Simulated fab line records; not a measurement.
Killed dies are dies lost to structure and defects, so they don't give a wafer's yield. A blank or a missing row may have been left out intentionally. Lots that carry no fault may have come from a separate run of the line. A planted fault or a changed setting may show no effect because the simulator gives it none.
fab line records	flow sky130
record lots=5	wafers=15	last_day=50
route steps=708 shown FIELD_ISO@13 PAD_OPEN@708
lots untouched by any fault: they come from a run of this same line in which no faults occurred
start_h: start of the lot's first displayed wafer, in hours after the record's first day	wait_h: how many hours have passed since the lot's step before this one	" identical to the entry in the row above	L1.1+2: a row that stands for several wafers	- no value, or no start given	* or withheld: withheld	< > ~ a bound
route shown NAME@n: a module of which the file shows steps, and the number in the route of the first	usual: the fault-free wafers' mean and standard deviation	same: alike in all rows	chamber/n: place in a boat	sites: readings site by site	_std_site: the standard deviation of these	_edge_site: mean of outer sites minus mean of inner sites	radius_mm: how far each site lies from the wafer's centre	mask NAME#n: copy n	behind: tool/chamber where the wafer was last shaped	hold: why the lot went on hold/how many hours it stayed there/how the hold came to an end	device: the transistor (n, p or np) that didn't switch	end of line: at the end of the route, the tests of the same wafers	a step with no rows: only its recipe	killed: dies lost to structure and defects at the first sort, not the wafer's yield	map: the dies of a wafer, with x for killed, . for not killed, _ for no die there
set.NAME: the setting that was run; set.NAME@STEP: the one run at that earlier step	model.NAME: the simulator's own value behind a step, which no gauge read
lots seen at some steps along the route; tables by step, rows by wafer
services: from which hour (start_h, from the record's first day; less than 0 if before it) a tool's chamber was out of use, for how many hours, and why
## steps
# step SKY_FIELD_ISO_DEVELOP_12
# recipe develop_time_s=60	resist=KrF-thick	dev_temp_c=21
# step SKY_FIELD_ISO_CD_MEAS_13
# recipe target_cd_nm=150
# usual cd_nm=150.6/1.6
lot.wafer	tool	chamber	start_h	wait_h	cd_nm
L719.1	cd_sem-02	-	39.30	-	152.3
L719.2	"	-	"	"	152.3
L719.5	"	-	"	"	152.7
L721.1	cd_sem-01	-	50.11	-	151.5
L721.4	"	-	"	"	151.1
L721.6	"	-	"	"	151.4
L728.3	cd_sem-01	-	86.92	-	148.4
L728.4	"	-	"	"	151.6
L728.5	"	-	"	"	150.7
L729.2	cd_sem-02	-	91.10	-	151.4
L729.3	"	-	"	"	150.7
L729.6	"	-	"	"	149.8
L740.2	cd_sem-01	-	148.18	-	151.9
L740.3	"	-	"	"	150.5
L740.4	"	-	"	"	150.4
# step SKY_FIELD_ISO_ETCH_14
# recipe chemistry=N2/H2	target=BARC	ion_energy_ev=200	source_w=500	bias_w=100	pressure_mtorr=30	n2_flow_sccm=100	h2_flow_sccm=200	stop_on=SiO2	time_s=45.9	target_depth_a=600
# usual chamber_pressure_mTorr=29.998/0.028	drypump_motor_current_A=5.7/0.64	oes_product_au=0.854/0.0046	throttle_valve_pct=13.224/0.009
lot.wafer	tool	chamber	start_h	wait_h	chamber_pressure_mTorr	drypump_motor_current_A	oes_product_au	rf_hours_counter_h	throttle_valve_pct
L719.1	rie_diel-04	1	39.42	0.1	29.986	5.6	0.856	103	13.228
L719.2	"	3	"	"	29.977	6.2	0.850	12	13.215
L719.5	"	3	"	"	30.037	6.2	0.852	-	13.225
L721.1	rie_diel-03	1	50.23	0.1	30.016	5.3	0.857	66	13.246
L721.4	"	3	"	"	30.048	4.9	0.856	61	13.214
L721.6	"	3	"	"	30.003	4.9	0.862	-	13.221
L728.3	rie_diel-03	0	87.00	0.1	30.005	4.8	0.858	89	13.223
L728.4	"	3	"	"	30.032	4.9	0.857	62	13.232
L728.5	"	3	"	"	29.954	4.9	0.850	-	13.222
L729.2	rie_diel-04	0	91.20	0.1	30.000	6.3	0.850	2	13.223
L729.3	"	1	"	"	29.989	5.6	0.857	104	13.217
L729.6	"	0	"	"	30.050	6.3	0.853	-	13.243
L740.2	rie_diel-02	0	148.28	0.1	29.997	6.1	0.850	8	13.225
L740.3	"	3	"	"	30.041	6.2	0.858	19	13.237
L740.4	"	1	"	"	29.939	5.2	0.860	91	13.224
# step SKY_FIELD_ISO_ETCH_15
# recipe chemistry=CHF3/O2	target_depth_nm=180	stop_on=Si	source_w=600	bias_w=200	pressure_mtorr=40	chf3_flow_sccm=50	O2_flow_sccm=5	time_s=72
# usual chamber_pressure_mTorr=40.00/0.033	drypump_motor_current_A=5.7/0.64	oes_product_au=0.945/0.0069	throttle_valve_pct=8.843/0.0094
lot.wafer	tool	chamber	start_h	wait_h	chamber_pressure_mTorr	drypump_motor_current_A	oes_product_au	rf_hours_counter_h	throttle_valve_pct
L719.1	rie_diel-04	1	39.46	0.0	39.98	5.6	0.945	103	8.827
L719.2	"	3	"	"	39.96	6.2	0.932	12	8.837
L719.5	"	3	"	"	40.04	6.1	0.947	-	8.827
L721.1	rie_diel-03	1	50.28	0.0	39.96	5.4	0.952	66	8.851
L721.4	"	3	"	"	39.99	4.9	0.947	61	8.845
L721.6	"	3	"	"	40.01	4.9	0.947	-	8.845
L728.3	rie_diel-03	0	87.04	0.0	39.97	4.9	0.946	89	8.842
L728.4	"	3	"	"	40.00	4.9	0.950	62	8.838
L728.5	"	3	"	"	39.98	4.8	0.947	-	8.850
L729.2	rie_diel-04	0	91.24	0.0	39.97	6.3	0.946	2	8.856
L729.3	"	1	"	"	40.04	5.6	0.952	104	8.860
L729.6	"	0	"	"	39.92	6.3	0.946	-	8.834
L740.2	rie_diel-02	0	148.33	0.0	39.96	6.1	0.945	8	8.822
L740.3	"	3	"	"	39.96	6.2	0.952	19	8.846
L740.4	"	1	"	"	39.97	5.2	0.946	91	8.851
# step SKY_FIELD_ISO_STRIP_16
# recipe chemistry=O2/N2	power_w=1400	pressure_mtorr=1500	platen_temp_c=withheld	o2_flow_sccm=3000	n2_flow_sccm=300	overash_fraction=0.5
# usual chamber_pressure_mTorr=1500.0/1.4	drypump_motor_current_A=5.61/0.25	oes_product_au=0.379/0.0053	strip_time_to_endpoint_s=3.57/0.036
lot.wafer	tool	chamber	start_h	wait_h	chamber_pressure_mTorr	drypump_motor_current_A	oes_product_au	rf_hours_counter_h	strip_time_to_endpoint_s
L719.1	plasma_asher-04	0	39.52	0.0	1499.5	5.76	0.373	34	3.62
L719.2	"	1	"	"	1499.9	5.24	0.389	34	3.58
L719.5	"	1	"	"	1499.1	5.26	0.384	-	3.58
L721.1	plasma_asher-02	0	50.33	0.0	1500.1	5.41	0.370	35	3.52
L721.4	"	0	"	"	1500.1	5.43	0.380	-	3.61
L721.6	"	1	"	"	1500.2	5.56	0.390	-	3.60
L728.3	plasma_asher-04	0	87.13	0.1	1499.2	5.75	0.379	-	3.56
L728.4	"	1	"	"	1499.7	5.25	0.376	-	3.59
L728.5	"	1	"	"	1499.7	5.25	0.373	-	3.57
L729.2	plasma_asher-02	1	91.30	0.0	1501.2	5.57	0.386	39	3.60
L729.3	"	1	"	"	1499.7	5.56	0.376	-	3.67
L729.6	"	1	"	"	1497.8	5.58	0.391	-	3.58
L740.2	plasma_asher-04	0	148.38	0.0	1500.0	5.79	0.374	46	3.59
L740.3	"	0	"	"	1500.9	5.74	0.384	-	3.53
L740.4	"	1	"	"	1497.7	5.25	0.379	-	3.52
# step SKY_FIELD_ISO_ETCH_17
# recipe target_depth_a=3420	mask_material=Si3N4	chemistry=HBr/Cl2/O2	target=Si	taper_deg=5	icp_w=600	bias_w=150	pressure_mtorr=15	HBr_flow_sccm=150	Cl2_flow_sccm=40	O2_flow_sccm=6	time_s=97.7
# usual chamber_pressure_mTorr=14.999/0.014	drypump_motor_current_A=5.4/0.4	oes_product_au=1.007/0.011	throttle_valve_pct=25.651/0.011
lot.wafer	tool	chamber	start_h	wait_h	chamber_pressure_mTorr	drypump_motor_current_A	oes_product_au	rf_hours_counter_h	throttle_valve_pct
L719.1	rie_si-02	2	39.62	0.1	15.030	5.3	1.012	149	25.651
L719.2	"	1	"	"	14.991	5.5	1.018	72	25.631
L719.5	"	2	"	"	15.010	5.3	0.995	-	25.666
L721.1	rie_si-02	2	50.43	0.1	15.011	5.3	1.004	149	25.671
L721.4	"	3	"	"	15.002	5.2	0.993	79	25.654
L721.6	"	0	"	"	15.003	5.6	1.011	-	25.650
L728.3	rie_si-01	1	87.20	0.0	14.986	4.9	1.011	113	25.636
L728.4	"	2	"	"	14.991	4.7	1.015	83	25.647
L728.5	"	2	"	"	15.002	4.8	0.997	-	25.646
L729.2	rie_si-01	2	91.40	0.1	14.975	4.7	1.012	83	25.654
L729.3	"	1	"	"	14.979	4.9	0.997	113	25.649
L729.6	"	2	"	"	15.017	4.8	1.000	-	25.650
L740.2	rie_si-02	3	148.48	0.1	14.975	5.2	0.985	80	25.661
L740.3	"	1	"	"	14.997	5.4	1.016	73	25.650
L740.4	"	0	"	"	14.992	5.6	1.018	101	25.631
# step SKY_FIELD_ISO_WET_ETCH_18
# recipe chemistry=H3PO4	target_depth_nm=25	temp_c=160	target=Si3N4	time_s=286
# step SKY_FIELD_ISO_CLEAN_19
# recipe chemistry=SC1/SC2	mix=1:4:20	temp_c=70	time_s=150
# step SKY_FIELD_ISO_CLEAN_20
# recipe chemistry=dHF	time_s=20	dilution=100:1
# step SKY_FIELD_ISO_WET_ETCH_21
# recipe chemistry=dHF	dilution=100:1	target_depth_nm=20	dry=ipa_marangoni	target=SiO2	temp_c=25	time_s=400
# step SKY_FIELD_ISO_OXIDATION_22
# recipe temp_c=950	ambient=O2	stabilise_s=600	purge_s=300	target_thk_a=100	ox_time_s=623
# step SKY_FIELD_ISO_THK_MEAS_23
# recipe reads=SiO2_of_FIELD_ISO_OXIDATION_22
# usual FIELD_ISO_OXIDATION_01_THK=9.98/0.15
lot.wafer	tool	chamber	start_h	wait_h	FIELD_ISO_OXIDATION_01_THK[nm]
L719.1	film_metro-02	-	41.18	0.0	10.07
L719.2	"	-	"	"	9.76
L719.5	"	-	"	"	10.09
L721.1	film_metro-02	-	53.07	0.0	9.77
L721.4	"	-	"	"	9.76
L721.6	"	-	"	"	9.74
L728.3	film_metro-02	-	88.89	0.0	9.97
L728.4	"	-	"	"	9.81
L728.5	"	-	"	"	10.01
L729.2	film_metro-01	-	93.74	0.0	9.88
L729.3	"	-	"	"	10.00
L729.6	"	-	"	"	10.09
L740.2	film_metro-01	-	150.18	0.0	10.08
L740.3	"	-	"	"	9.96
L740.4	"	-	"	"	10.07
# step SKY_FIELD_ISO_CVD_24
# recipe material=SiO2	target_thk_nm=595	temp_c=650	sigma_open_frac=0.3	time_s=99.2	sih4_flow_sccm=60	pressure_mtorr=6
lot.wafer	tool	chamber	start_h	wait_h	model.SiO2_of_FIELD_ISO_CVD_24.thk_nm
L719.1	hdpcvd-02	2	41.24	0.1	599.1
L719.2	"	1	"	"	584.5
L719.5	"	2	"	"	597.4
L721.1	hdpcvd-01	2	53.13	0.1	595.5
L721.4	"	1	"	"	584.3
L721.6	"	0	"	"	585.5
L728.3	hdpcvd-01	0	88.93	0.0	598.7
L728.4	"	2	"	"	597.6
L728.5	"	1	"	"	591.8
L729.2	hdpcvd-01	1	93.79	0.0	585.8
L729.3	"	0	"	"	591.8
L729.6	"	1	"	"	591.4
L740.2	hdpcvd-02	0	150.23	0.0	634.2
L740.3	"	2	"	"	597.6
L740.4	"	2	"	"	598.6
# step SKY_FIELD_ISO_THK_MEAS_25
# recipe reads=SiO2_of_FIELD_ISO_CVD_24
# usual FIELD_ISO_CVD_24_THK=596/6.9
lot.wafer	tool	chamber	start_h	wait_h	FIELD_ISO_CVD_24_THK[nm]
L719.1	film_metro-03	-	41.31	0.0	599
L719.2	"	-	"	"	584
L719.5	"	-	"	"	597
L721.1	film_metro-02	-	53.20	0.0	595
L721.4	"	-	"	"	584
L721.6	"	-	"	"	586
L728.3	film_metro-03	-	89.02	0.1	599
L728.4	"	-	"	"	598
L728.5	"	-	"	"	591
L729.2	film_metro-02	-	93.87	0.0	586
L729.3	"	-	"	"	592
L729.6	"	-	"	"	591
L740.2	film_metro-02	-	150.31	0.0	634
L740.3	"	-	"	"	599
L740.4	"	-	"	"	598
# step SKY_FIELD_ISO_ANNEAL_26
# recipe temp_c=1000	time_s=1800	ambient=N2
# step SKY_PAD_OPEN_PROBE_99
# usual killed_at_M0_to_M3=44/6	killed_at_M4_up=2.9/1.5	killed_at_contacts=24/4.9	killed_at_front_end=16/4.3	killed_at_other=0.3/0.54	killed_dies=87/8.7	killed_open=48/6.7	killed_short=39/5.9
# same gross_dies=492	killed_at_back_side=0
lot.wafer	tool	chamber	start_h	wait_h	killed_at_M0_to_M3	killed_at_M4_up	killed_at_contacts	killed_at_front_end	killed_at_other	killed_dies	killed_open	killed_short
L719.1	prober-01	-	1095.48	0.1	42	3	26	13	0	84	48	36
L719.2	prober-01	-	1095.53	0.1	50	3	29	7	0	89	52	37
L719.5	prober-01	-	1095.68	0.2	43	3	26	14	0	86	43	43
# killed by level:class
L719.1 VIA1:geometric_particle:open=10 VIA3:geometric_particle:open=8 CONTACT:geometric_particle:open=8 METAL2:geometric_particle:short=6 VIA2:geometric_particle:open=6 FIELD_ISO:geometric_particle:short=5 LI_CONTACT:geometric_particle:open=5 LOCAL_INTERCONNECT:geometric_particle:short=5
L719.2 VIA3:geometric_particle:open=13 VIA1:geometric_particle:open=12 CONTACT:geometric_particle:open=11 METAL2:geometric_particle:short=8 LI_CONTACT:geometric_particle:open=7 CONTACT:geometric_particle:short=5 METAL1:geometric_particle:short=5 LOCAL_INTERCONNECT:geometric_particle:short=4
L719.5 LOCAL_INTERCONNECT:geometric_particle:short=8 CONTACT:geometric_particle:open=8 VIA1:geometric_particle:open=8 METAL1:geometric_particle:short=8 METAL2:geometric_particle:short=6 METAL3:geometric_particle:short=6 VIA3:geometric_particle:open=6 FIELD_ISO:geometric_particle:open=5
## services
tool	chamber	start_h	hours	kind
rie_diel-02	2	18.43	2.8	repair
plasma_asher-04	-	23.85	15.6	pm
rie_diel-02	1	32.89	19.4	repair
plasma_asher-02	-	33.49	1.4	repair
rie_diel-04	2	33.51	-	clean
rie_diel-04	2	33.51	17.4	scheduled_down
rie_diel-04	2	33.51	17.4	vent_cycle
rie_si-01	1	46.27	1.1	repair
rie_diel-03	1	64.20	8.0	repair
hdpcvd-02	-	66.75	15.0	pm
hdpcvd-02	0	66.75	15.0	vent_cycle
hdpcvd-02	1	66.75	15.0	vent_cycle
hdpcvd-02	2	66.75	15.0	vent_cycle
hdpcvd-02	1	69.81	3.5	repair
rie_si-02	2	84.63	-	clean
rie_si-02	2	84.63	30.3	scheduled_down
rie_si-02	2	84.63	30.3	vent_cycle
rie_diel-04	3	97.70	2.9	repair
rie_si-02	3	103.70	15.0	repair
rie_si-02	1	105.32	6.7	repair
plasma_asher-02	-	108.75	9.0	pm
rie_diel-04	3	113.16	3.0	repair
rie_diel-04	-	135.40	2.8	pm
hdpcvd-02	-	146.91	1.4	repair
## key
first_sign step=SKY_FIELD_ISO_THK_MEAS_25	reading=FIELD_ISO_CVD_24_THK	direction=up	sigmas=5.5	usual=596	struck=634
effect none on later readings
model_effect step=SKY_FIELD_ISO_CVD_24	value=SiO2_of_FIELD_ISO_CVD_24.thk_nm	without=603.2	struck=634.2
met_at SKY_FIELD_ISO_CVD_24
struck_wafers L740.2
tester_left_out L740
fault kind=process_parameter_drift	tool=hdpcvd-02	chamber=0	onset_h=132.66	steps=SKY_FIELD_ISO_CVD_24	channel=target_thk_nm	offset=30.999	shape=step	end_h=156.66	acts_in=these_recipes_only	stated=595
# tester_left_out: of these lots the tester's yield and bins aren't shown, on N5 and GAA mostly nor the transistor test; their killed dies are dies lost to structure and defects alone, not to doping, threshold or leakage, so they don't give the yield
